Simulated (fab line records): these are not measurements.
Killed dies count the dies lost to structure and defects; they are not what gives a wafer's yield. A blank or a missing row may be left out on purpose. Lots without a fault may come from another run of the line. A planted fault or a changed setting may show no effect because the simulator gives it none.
Which tool did it? -- flow sky130 -- Sampling: 13 lots, 39 wafers, 6 of 708 route steps

WHAT THE GAUGES SHOWED, per wafer
SKY_FIELD_ISO_THK_MEAS_04. Usual: FIELD_ISO_CVD_03_THK gives 165.0 nm (standard deviation 1.2).
lot,measured,on,FIELD_ISO_CVD_03_THK (nm),flag
L350,day 1 19:11,film-metro-02,166.0 165.0 166.5,
L352,day 2 04:45,film-metro-03,165.8 165.6 166.8,
L354,day 2 14:47,film-metro-02,165.8 164.3 166.0,
L357,day 3 05:40,film-metro-02,165.8 165.9 166.4,
L356,day 3 05:41,film-metro-01,164.1 164.2 162.9,
L358,day 3 15:25,film-metro-03,165.2 166.4 165.5,
L360,day 3 22:58,film-metro-01,164.0 164.5 164.1,
L361,day 4 03:01,film-metro-01,165.1 166.8 166.1,
L366,day 5 04:20,film-metro-02,164.7 163.3 163.6,
L368,day 5 20:10,film-metro-02,165.8 166.2 164.7,
L369,day 5 20:13,film-metro-01,166.3 166.1 166.8,
L371,day 6 06:01,film-metro-01,165.4 167.8 166.3,
L372,day 6 12:52,film-metro-02,166.9 166.1 166.3,

SKY_NWELL_OVL_MEAS_23. Usual: NWELL_01_OVL gives -0.3 nm (standard deviation 1.4).
lot,measured,on,NWELL_01_OVL (nm),flag
L350,day 5 22:23,overlay-02,-2.1 -2.4 0.2,
L352,day 6 11:35,overlay-02,1.1 1.0 0.8,
L354,day 6 15:28,overlay-01,1.0 1.5 0.9,
L357,day 7 06:53,overlay-01,-1.4 -0.6 0.2,
L356,day 7 06:32,overlay-01,1.9 1.3 -0.5,
L358,day 7 18:29,overlay-02,0.9 1.7 0.7,
L360,day 8 01:37,overlay-02,-4.2 -4.8 -4.0,
L361,day 8 11:48,overlay-02,-0.9 -0.5 -1.5,
L366,day 10 11:08,overlay-01,-1.5 0.6 -1.9,
L368,day 10 22:04,overlay-01,0.1 0.6 0.2,
L369,day 10 21:59,overlay-02,-1.6 -1.4 1.3,
L371,day 11 04:57,overlay-02,-0.2 -1.0 -0.9,
L372,day 11 09:02,overlay-02,-0.4 -1.2 -1.0,

SKY_LDD_P_TW_MEAS_11. Usual: LDD_P_TW gives 635 (standard deviation 5.4).
lot,measured,on,LDD_P_TW,flag
L350,day 19 18:35,film-metro-04,639 639 641,
L352,day 20 20:27,film-metro-04,637 638 638,
L354,day 20 22:02,film-metro-04,640 641 642,
L357,day 22 06:26,film-metro-02,633 630 633,
L356,day 22 05:51,film-metro-02,636 631 632,
L358,day 23 00:02,film-metro-02,632 633 632,
L360,day 23 10:13,film-metro-02,30 30 30,OFF
L361,day 23 18:47,film-metro-04,641 643 639,
L366,day 26 17:22,film-metro-02,626 630 623,
L368,day 27 03:50,film-metro-03,629 632 628,
L369,day 27 06:29,film-metro-03,629 629 628,
L371,day 27 12:11,film-metro-04,644 642 640,
L372,day 27 21:38,film-metro-02,626 630 629,

SKY_VIA1_BOW_MEAS_03. Usual: VIA1_BOW gives 83 um (standard deviation 8.4).
lot,measured,on,VIA1_BOW (um),flag
L350,day 33 17:56,film-metro-01,76 73 61,
L352,day 34 14:26,film-metro-04,69 79 100,
L354,day 34 18:07,film-metro-02,78 89 83,
L357,day 35 20:23,film-metro-04,94 102 86,
L356,day 35 18:35,film-metro-02,83 84 88,
L358,day 36 12:16,film-metro-02,75 73 71,
L360,day 36 20:39,film-metro-04,86 72 104,
L361,day 37 02:46,film-metro-01,81 70 82,
L366,day 39 15:11,film-metro-02,80 79 85,
L368,day 40 02:18,film-metro-04,74 93 82,
L369,day 40 04:50,film-metro-02,73 72 77,
L371,day 40 08:05,film-metro-04,89 86 84,
L372,day 40 15:32,film-metro-04,95 76 83,

WHICH TOOL RAN EACH LOT (tool, then ch and the chambers of the sampled wafers, then the start)
lot,SKY_LDD_N_STRIP_16,SKY_LDD_P_STRIP_10
L350,"plasma-asher-04 ch 0, day 18 11:43","plasma-asher-03 ch 0,1, day 19 18:29"
L352,"plasma-asher-04 ch 0,1, day 19 14:24","plasma-asher-01 ch 0,1, day 20 20:22"
L354,"plasma-asher-02 ch 0,1, day 19 15:40","plasma-asher-02 ch 0,1, day 20 21:56"
L357,"plasma-asher-04 ch 0,1, day 20 23:31","plasma-asher-03 ch 0,1, day 22 06:20"
L356,"plasma-asher-01 ch 0,1, day 20 23:21","plasma-asher-02 ch 0,1, day 22 05:46"
L358,"plasma-asher-04 ch 0,1, day 21 16:47","plasma-asher-02 ch 0,1, day 22 23:56"
L360,"plasma-asher-04 ch 0,1, day 22 03:01","plasma-asher-01 ch 0,1, day 23 10:07"
L361,"plasma-asher-02 ch 0,1, day 22 12:32","plasma-asher-02 ch 0,1, day 23 18:41"
L366,"plasma-asher-02 ch 0,1, day 25 11:04","plasma-asher-01 ch 0, day 26 17:16"
L368,"plasma-asher-01 ch 0,1, day 25 22:32","plasma-asher-03 ch 0,1, day 27 03:44"
L369,"plasma-asher-04 ch 0, day 26 01:20","plasma-asher-01 ch 0,1, day 27 06:23"
L371,"plasma-asher-04 ch 0,1, day 26 06:38","plasma-asher-01 ch 0,1, day 27 12:05"
L372,"plasma-asher-04 ch 0,1, day 26 15:53","plasma-asher-03 ch 0,1, day 27 21:32"
- SKY_LDD_N_STRIP_16: strips in O2/N2.
- SKY_LDD_P_STRIP_10: strips in O2/N2.

WHAT THE TOOLS THEMSELVES READ (means of the sampled wafers that have a number; where no wafer has one, the mark that the record gives instead)
SKY_LDD_N_STRIP_16. Usual: chamber-pressure-mTorr 1499.9 mTorr, standard deviation 1.4; drypump-motor-current-A 5.2 A, standard deviation 0.31; n2-flow-sccm 300.1 sccm, standard deviation 0.87; o2-flow-sccm 2999 sccm, standard deviation 8.4; oes-product-au 0.406 a.u., standard deviation 0.0048; strip-time-to-endpoint-s 4.312 s, standard deviation 0.013.
lot,tool,chamber-pressure-mTorr (mTorr),drypump-motor-current-A (A),n2-flow-sccm (sccm),o2-flow-sccm (sccm),oes-product-au (a.u.),strip-time-to-endpoint-s (s),flag
L350,plasma-asher-04,1499.8,5.2,300.7,2994,0.411,4.326,
L352,plasma-asher-04,1501.1,5.0,300.4,2997,0.410,4.314,
L354,plasma-asher-02,1501.0,5.3,300.6,3000,0.408,4.307,
L357,plasma-asher-04,1500.6,5.0,301.2,3005,0.404,4.320,
L356,plasma-asher-01,1501.1,5.1,299.3,3006,0.407,4.307,
L358,plasma-asher-04,1501.3,5.1,300.0,2995,0.405,4.313,
L360,plasma-asher-04,1512.3,5.0,300.3,2994,0.610,-,OFF
L361,plasma-asher-02,1501.2,5.4,299.9,2999,0.404,4.298,
L366,plasma-asher-02,1498.9,5.4,299.0,3000,0.408,4.297,
L368,plasma-asher-01,1499.2,5.4,299.8,3006,0.400,4.314,
L369,plasma-asher-04,1499.5,5.2,300.7,2990,0.407,4.319,
L371,plasma-asher-04,1500.2,5.1,300.2,3000,0.403,4.309,
L372,plasma-asher-04,1500.1,5.0,300.5,3007,0.402,4.303,

SKY_LDD_P_STRIP_10. Usual: chamber-pressure-mTorr 1500.0 mTorr, standard deviation 1.4; drypump-motor-current-A 5.5 A, standard deviation 0.47; n2-flow-sccm 300.0 sccm, standard deviation 0.85; o2-flow-sccm 2999 sccm, standard deviation 8.6; oes-product-au 0.716 a.u., standard deviation 0.0041; strip-time-to-endpoint-s 14.18 s, standard deviation 0.041.
lot,tool,chamber-pressure-mTorr (mTorr),drypump-motor-current-A (A),n2-flow-sccm (sccm),o2-flow-sccm (sccm),oes-product-au (a.u.),strip-time-to-endpoint-s (s),flag
L350,plasma-asher-03,1500.8,6.0,299.6,3004,0.714,14.19,
L352,plasma-asher-01,1499.0,5.4,299.8,3000,0.718,14.16,
L354,plasma-asher-02,1500.5,5.4,300.8,3000,0.709,14.17,
L357,plasma-asher-03,1499.9,6.2,300.0,3000,0.716,14.22,
L356,plasma-asher-02,1500.7,5.4,299.8,2997,0.716,14.20,
L358,plasma-asher-02,1500.9,5.3,299.8,2999,0.718,14.12,
L360,plasma-asher-01,1500.0,5.1,300.1,3002,0.714,17.89,OFF
L361,plasma-asher-02,1499.3,5.3,300.2,3007,0.717,14.08,
L366,plasma-asher-01,1499.5,5.7,299.7,2993,0.716,14.20,
L368,plasma-asher-03,1499.9,6.0,299.5,3003,0.711,14.17,
L369,plasma-asher-01,1499.8,5.4,300.1,2997,0.716,14.13,
L371,plasma-asher-01,1500.0,5.1,300.6,3000,0.710,14.22,
L372,plasma-asher-03,1500.7,6.0,299.9,2991,0.716,14.19,

THE ANSWER, worked out from the rows above alone
Rule: lot off if the mean of its wafers having a number is beyond 3 standard deviations from the usual mean. A lot without any number at a reading at which 4 lots or more have one is off too. All remaining lots with rows at the step are treated as sound. After the gauges, taken in route order, come the tools' own readings; for these a lot's mean is taken, as printed above. At the first step where some lot is off, the reading lying furthest off is the one used; lots without a number count as furthest.
Off: L360, at SKY_LDD_P_TW_MEAS_11 (LDD_P_TW).
If a tool, at a process step before that reading, ran all the lots that are off and no sound lot after the first of them, it fits. Not tried: the gauges at SKY_LDD_P_TW_MEAS_11; whatever is off there is also off at SKY_LDD_N_STRIP_16, on other tools, and gauge error can't account for it. Of those tried, none fits.

WHAT THE SIMULATOR HAD INSERTED
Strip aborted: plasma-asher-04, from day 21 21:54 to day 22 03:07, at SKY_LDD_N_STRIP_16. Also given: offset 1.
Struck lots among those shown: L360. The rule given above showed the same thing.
